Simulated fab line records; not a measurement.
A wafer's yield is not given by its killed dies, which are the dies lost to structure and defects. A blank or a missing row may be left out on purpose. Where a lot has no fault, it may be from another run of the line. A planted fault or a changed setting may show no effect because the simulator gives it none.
Code-filled problem report in 8D (eight disciplines) form | flow sky130 | the parts of the form that need people (team, actions taken, sign-off) are left out

1. WHAT IS WRONG
Mean PWDE_RS at SKY_NWELL_RS_MEAS_31: 4820 ohm/sq over 6 wafers in 2 lots; fault-free wafers: 5280 ohm/sq, standard deviation 16. That puts it -29 standard deviations away from the usual mean.
The step: measures by four-point-probe.
The first sign was on wafer L207.1 at day 7 05:50, on filmMetro-02. The record holds 36 wafers of 12 lots with a number at this step. Rule for "out" (also "out of limits"): further than 4 standard deviations from the usual mean. Any other wafer with a number is counted as sound.

2. WHAT IT IS AND WHAT IT IS NOT
question                    | is                     | is not
which readings at this step | PWDE_RS                | -
which lots                  | L207, L209             | L199, L202, L203, L204, L215, L217, L218, L219, L221, L222
which wafers of those lots  | all that have a number | -
read on which gauges        | filmMetro-02           | filmMetro-03, filmMetro-04
when                        | from day 7 05:50       | up to then (12 sound wafers); but 18 sound wafers of L215, L217, L218, L219, L221, L222 came after

3. THE SUSPECTS, EACH WITH WHAT RULES IT OUT
Counting: a tool stays on the suspect list if, at a process step up to the reading, it processed all lots that are out and no sound lot following the first of them.
- the gauge at SKY_NWELL_RS_MEAS_31 has been ruled out. All the wafers that are out were read on filmMetro-02, but those of them that SKY_PWDE_IMPLANT_08 has rows for are out there too, on other tools.
- implanter-02 at SKY_PWDE_IMPLANT_08: ruled out as a lasting fault. After its first lot that is out, L207 (day 5 15:15), sound lots L218, L221, L222 ran on it.
Left after counting: nothing in the record.

4. THE CAUSE (what the simulator had put in)
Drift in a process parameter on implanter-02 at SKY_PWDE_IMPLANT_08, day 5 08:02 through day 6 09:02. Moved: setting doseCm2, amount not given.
The count ruled it out by mistake, since the rule takes a fault to strike every lot its tool runs from the start of the fault on, and this one did not do so.

5. THE CHAIN OF EFFECTS, in route order
Each row: a reading whose mean over the struck wafers that have a number lies more than 3 standard deviations from the usual. Readings are gone through only where the record gives a usual standard deviation; hours: the median, over the lots, of the time from a lot's start at the first step in this table giving one to that lot's start at this step; sigmas: the change measured in usual standard deviations.
hours | step                 | reading          | usual       | on struck wafers | change     | sigmas
0     | SKY_PWDE_IMPLANT_08  | doseIonsCm2      | 3.601e+12   | 4.037e+12        | +4.360e+11 | +99 or more
0     | SKY_PWDE_IMPLANT_08  | faradayCurrentUA | 20.3        | 22.8             | +2.4       | +6.6
0     | SKY_PWDE_TW_MEAS_10  | PWDE_TW          | 376         | 386              | +10        | +3.2
39    | SKY_NWELL_RS_MEAS_31 | PWDE_RS          | 5280 ohm/sq | 4820             | -460       | -29
Its process steps:
- SKY_PWDE_IMPLANT_08
At these later measuring or inspecting steps, every struck wafer for which the step has a row has a number for every such reading, and none has moved that far: SKY_SONOS_ONO_THK_MEAS_05, SKY_LDD_P_OVL_MEAS_08, SKY_LDD_LDN_OVL_MEAS_07.

6. WHAT WOULD HAVE CAUGHT IT SOONER
The first out-of-limits reading at a measuring or inspecting step in this record came at day 7 05:50, 46 hours after the fault's start at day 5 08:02.
The tool's own readings at SKY_PWDE_IMPLANT_08 were out on every struck wafer that the step has a row for (doseIonsCm2, faradayCurrentUA): an alarm limit on them would have fired on the first of those.
